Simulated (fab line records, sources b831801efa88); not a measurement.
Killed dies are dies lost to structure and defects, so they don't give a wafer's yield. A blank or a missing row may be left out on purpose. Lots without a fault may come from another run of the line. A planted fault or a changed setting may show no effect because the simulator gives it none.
Chamber matching | flow gf180mcu | GF_V2_CVD_02 on pecvd-04: 3 sister chambers
The step deposits SiO2 from TEOS, target thk 850 nm, time 94.851 s. 3 wafers are shown with their chamber, then 8 later ones without.

WAFERS WITH THEIR CHAMBER
wafer  | chamber | heater_power_w (W)
L089.2 | 0       | 669
L091.4 | 2       | 574
L092.2 | 1       | 647

WAFERS WITHOUT THEIR CHAMBER
wafer  | heater_power_w (W)
L092.5 | 669
L092.6 | 677
L094.2 | 629
L094.3 | 645
L094.4 | 691
L096.3 | 646
L096.5 | 700
L096.6 | 706

WHICH CHAMBER EACH WENT THROUGH
wafer  | from the rows above          | in truth
L092.5 | can't be placed: 0 or 1      | 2
L092.6 | can't be placed: 0 or 1      | 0
L094.2 | can't be placed: 1 or 0 or 2 | 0
L094.3 | can't be placed: 1 or 0      | 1
L094.4 | can't be placed: 0 or 1      | 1
L096.3 | can't be placed: 1 or 0      | 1
L096.5 | can't be placed: 0 or 1      | 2
L096.6 | can't be placed: 0 or 1      | 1
Placed correctly: 0 of 8. Can't be placed from these rows: 8 (the true chamber is among the candidates in 6). Placed wrongly: 0.
How it was worked out, from the rows above alone: a wafer's distance from a chamber is the root of the sum, over the readings, of the square of ((its reading less the chamber's mean) divided by the reading's scatter). The wafer belongs to the nearest chamber; if the next one is less than 2 further off, it can't be placed. A chamber's mean is the mean of its shown wafers. The scatter: with one shown wafer a chamber, the root of the mean of the squares of how far each hidden wafer lies from its nearest shown one.
